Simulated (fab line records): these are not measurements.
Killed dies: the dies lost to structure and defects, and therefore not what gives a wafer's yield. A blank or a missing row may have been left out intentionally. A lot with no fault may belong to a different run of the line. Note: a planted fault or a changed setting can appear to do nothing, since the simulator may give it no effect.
What tool caused it?	flow gf180mcu	13 lots, 39 wafers sampled, at 4 steps of a route of 602

== WHAT EACH GAUGE READ, for each wafer ==
GF_TOP_METAL_OVL_MEAS_15.
lot	measured	on	TOP_METAL_OVL (nm)
L522	day 28 04:33	overlay-02	1.7 1.5 0.6
L523	day 28 09:40	overlay-02	0.2 0.7 -1.3
L524	day 28 18:43	overlay-02	-0.8 -2.1 0.3
L525	day 29 06:01	overlay-01	0.5 -0.3 1.0
L526	day 29 11:34	overlay-01	-0.1 0.1 1.2
L527	day 29 19:34	overlay-01	0.8 1.7 0.1
L531	day 31 05:07	overlay-02	1.2 2.1 2.5
L533	day 31 10:17	overlay-01	0.4 -1.2 0.3
L534	day 31 18:28	overlay-01	-1.7 -0.3 1.0
L538	day 32 19:04	overlay-02	1.8 2.2 1.0
L541	day 33 11:23	overlay-01	1.0 -0.5 0.1
L544	day 34 01:01	overlay-01	2.1 1.9 0.7
L545	day 34 07:04	overlay-01	-0.4 -0.4 -0.5

GF_PASSIVATION_THK_MEAS_03.
lot	measured	on	PASSIVATION_CVD_02_THK (nm)
L522	day 28 05:44	film-metro-04	690 721 721
L523	day 28 10:51	film-metro-03	706 699 717
L524	day 28 19:55	film-metro-04	684 695 698
L525	day 29 07:14	film-metro-04	665 678 674
L526	day 29 12:46	film-metro-04	694 700 706
L527	day 29 20:45	film-metro-01	674 689 690
L531	day 31 06:20	film-metro-04	677 703 688
L533	day 31 11:28	film-metro-04	700 695 711
L534	day 31 20:08	film-metro-04	698 689 703
L538	day 32 20:25	film-metro-03	691 693 690
L541	day 33 12:37	film-metro-01	694 695 711
L544	day 34 02:12	film-metro-01	681 690 691
L545	day 34 08:17	film-metro-01	683 683 690

== WHAT TOOL EACH LOT RAN ON (gives the tool, then ch and the chambers of the sampled wafers, and finally the start) ==
lot	GF_V5_CVD_23	GF_V5_CMP_26
L522	cvd-w-02 ch 0, day 27 08:08	cmp-02 ch 0,1,2, day 27 08:26
L523	cvd-w-02 ch 0,1, day 27 13:22	cmp-02 ch 0,1,2, day 27 13:46
L524	cvd-w-02 ch 0,1, day 27 22:59	cmp-01 ch 0,1,2, day 27 23:20
L525	cvd-w-02 ch 0,1, day 28 09:44	cmp-02 ch 1,2,3, day 28 10:02
L526	cvd-w-02 ch 0, day 28 15:05	cmp-02 ch 0,2,3, day 28 15:23
L527	cvd-w-01 ch 0,1, day 28 23:33	cmp-01 ch 0,1,3, day 28 23:50
L531	cvd-w-02 ch 0,1, day 30 10:09	cmp-02 ch 0,1,2, day 30 10:32
L533	cvd-w-02 ch 0,1, day 30 16:27	cmp-02 ch 1,2, day 30 16:45
L534	cvd-w-02 ch 0,1, day 31 00:49	cmp-02 ch 0,1,3, day 31 01:07
L538	cvd-w-01 ch 0,1, day 32 01:57	cmp-01 ch 1,2, day 32 02:31
L541	cvd-w-01 ch 0,1, day 32 18:32	cmp-02 ch 0,1,2, day 32 18:53
L544	cvd-w-01 ch 0,1, day 33 09:02	cmp-01 ch 0,1, day 33 09:20
L545	cvd-w-01 ch 0,1, day 33 15:17	cmp-01 ch 0,2,3, day 33 15:37
- GF_V5_CVD_23: deposits W, target thk 350 nm, time 104.9 s.
- GF_V5_CMP_26: polishes, stops on SiO2, t overpolish 15 s, target thk 0 nm.

== WHAT THE TOOLS THEMSELVES READ (means of the sampled wafers that have a number; where no wafer has one, the mark that the record gives instead) ==
GF_V5_CVD_23.
lot	tool	heater-power-w (W)
L522	cvd-w-02	943
L523	cvd-w-02	929
L524	cvd-w-02	934
L525	cvd-w-02	944
L526	cvd-w-02	934
L527	cvd-w-01	1056
L531	cvd-w-02	932
L533	cvd-w-02	937
L534	cvd-w-02	944
L538	cvd-w-01	1026
L541	cvd-w-01	1089
L544	cvd-w-01	1006
L545	cvd-w-01	1010

GF_V5_CMP_26.
lot	tool	motor-current-A (A)	overpolish-run-s (s)	time-to-endpoint-s (s)
L522	cmp-02	10.9	14.998	80
L523	cmp-02	11.0	14.996	82
L524	cmp-01	10.2	14.996	84
L525	cmp-02	11.1	14.998	85
L526	cmp-02	11.4	14.994	85
L527	cmp-01	10.6	15.003	85
L531	cmp-02	10.9	15.001	86
L533	cmp-02	10.8	14.998	82
L534	cmp-02	11.4	14.991	87
L538	cmp-01	11.1	15.003	79
L541	cmp-02	11.1	14.998	82
L544	cmp-01	9.8	14.999	87
L545	cmp-01	11.6	15.001	86

== THE ANSWER, worked out from the rows above alone ==
Rule: the lots themselves supply what counts as usual. Put in order of their means at a reading, lots are off if they are a third of the lots or fewer, leave a main group of 4 or more, and stand apart from it by a gap of 3 or more times the standard deviation of the main group's means; of several such gaps the widest counts. If all means in a main group match to the digits the tables above print for the reading, that group is not used. Also off: a lot with no number at a reading for which 4 or more lots have one. The other lots that the step has rows for count as sound. The gauges are gone through in route order, then the tools' own readings, and for those a lot's mean is taken as printed above. At the first step where some lot is off, the reading lying furthest off is the one used; lots without a number count as furthest.
None of the lots is off at any reading shown; this tells nothing.

== WHAT WAS PUT IN BY THE SIMULATOR ==
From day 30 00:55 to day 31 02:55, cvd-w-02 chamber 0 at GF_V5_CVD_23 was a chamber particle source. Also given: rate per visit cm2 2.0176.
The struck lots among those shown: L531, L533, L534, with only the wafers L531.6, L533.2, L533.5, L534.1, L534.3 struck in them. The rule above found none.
